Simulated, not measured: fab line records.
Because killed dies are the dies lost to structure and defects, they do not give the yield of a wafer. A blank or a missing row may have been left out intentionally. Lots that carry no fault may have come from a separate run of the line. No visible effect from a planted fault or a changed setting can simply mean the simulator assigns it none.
Matching of chambers / flow sky130 / 4 sister chambers for SKY_LI_CONTACT_CMP_02 on cmp-02
The step polishes PSG. 4 wafers are shown with their chamber, then 7 later ones without.

WAFERS WITH THEIR CHAMBER
wafer=L463.5; chamber=0; motor-current-A (A)=10.4
wafer=L464.3; chamber=1; motor-current-A (A)=11.4
wafer=L466.1; chamber=3; motor-current-A (A)=11.8
wafer=L466.2; chamber=2; motor-current-A (A)=10.8

WAFERS WITH NO CHAMBER GIVEN
wafer=L466.6; motor-current-A (A)=10.6
wafer=L468.2; motor-current-A (A)=10.9
wafer=L468.4; motor-current-A (A)=11.7
wafer=L468.5; motor-current-A (A)=11.9
wafer=L470.1; motor-current-A (A)=11.0
wafer=L470.2; motor-current-A (A)=10.9
wafer=L470.5; motor-current-A (A)=11.0

THE CHAMBER EACH PASSED THROUGH
wafer=L466.6; from the rows above=can't be placed: 0 or 2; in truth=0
wafer=L468.2; from the rows above=2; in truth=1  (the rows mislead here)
wafer=L468.4; from the rows above=can't be placed: 3 or 1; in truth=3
wafer=L468.5; from the rows above=3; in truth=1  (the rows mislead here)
wafer=L470.1; from the rows above=can't be placed: 2 or 1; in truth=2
wafer=L470.2; from the rows above=2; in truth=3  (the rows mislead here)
wafer=L470.5; from the rows above=can't be placed: 2 or 1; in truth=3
0 of 7 placed correctly. Can't be placed from these rows: 4 (the true chamber is among the candidates in 3). 3 placed wrongly.
How it was worked out, from the rows above alone: a wafer's distance from a chamber is the root of the sum, over the readings, of the square of ((its reading less the chamber's mean) divided by the reading's scatter). If the next closest chamber is less than 2 further off than the closest, the wafer can't be placed; otherwise it belongs to the closest. For every chamber, the mean is computed from those of its wafers that are shown. The scatter (one wafer shown for each chamber): square how far every hidden wafer sits from the nearest shown wafer, average those squares and take the square root.
